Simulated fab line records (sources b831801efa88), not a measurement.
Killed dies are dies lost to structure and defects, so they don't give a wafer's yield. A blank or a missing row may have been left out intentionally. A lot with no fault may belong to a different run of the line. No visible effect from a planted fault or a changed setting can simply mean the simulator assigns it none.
Chamber matching -- flow sky130 -- SKY_POLY_GATE_ETCH_17 on rie-si-02: 4 sister chambers
The step etches poly-Si in HBr/Cl2, stops on SiO2, target depth 180 nm, time 70.5 s. 14 wafers are shown with their chamber, then 6 later ones without.

EACH WAFER AND ITS CHAMBER
wafer,chamber,oes-product-au (a.u.),throttle-valve-pct (%)
L266.2,0,0.988,33.683
L266.3,1,0.999,33.674
L266.6,0,0.989,33.683
L267.1,3,0.984,33.686
L267.2,0,0.992,33.694
L267.3,1,0.989,33.684
L271.3,3,0.979,33.681
L271.4,0,0.993,33.686
L271.6,2,0.998,33.688
L272.1,1,0.990,33.677
L272.4,3,0.964,33.684
L272.6,0,0.976,33.698
L274.1,2,0.977,33.664
L274.5,2,0.984,33.683

SIGNATURES (averages over the wafers above)
reading,chamber 0,chamber 1,chamber 2,chamber 3,scatter within a chamber
oes-product-au,0.98760,0.99267,0.98633,0.97567,0.00831
throttle-valve-pct,33.68880,33.67833,33.67833,33.68367,0.00757
Rule: for each reading, subtract the chamber's mean from the wafer's reading, divide by that reading's scatter and square the result; add these up over the readings and take the root, which gives the wafer's distance from the chamber. The wafer belongs to the nearest chamber; if the next one is less than 2 further off, it can't be placed. The scatter: the root of (the sum of the squares of (reading less its chamber's mean) over the shown wafers, divided by (wafers less chambers)).

WAFERS WITH NO CHAMBER GIVEN
wafer,oes-product-au (a.u.),throttle-valve-pct (%)
L274.6,0.991,33.677
L276.2,0.982,33.676
L276.3,0.991,33.681
L276.5,0.982,33.696
L278.4,0.985,33.676
L278.6,0.999,33.696

WHICH CHAMBER EACH ONE RAN IN
wafer,from the rows above,in truth
L274.6,can't be placed: 1 or 2 or 0 or 3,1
L276.2,can't be placed: 2 or 3 or 1 or 0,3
L276.3,can't be placed: 1 or 2 or 0 or 3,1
L276.5,can't be placed: 0 or 3 or 2 or 1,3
L278.4,can't be placed: 2 or 1 or 3 or 0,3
L278.6,can't be placed: 0 or 1 or 2 or 3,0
0 of 6 placed correctly. From these rows, 6 cannot be placed; in 6 the true chamber is one of the candidates. Placed wrongly: 0.
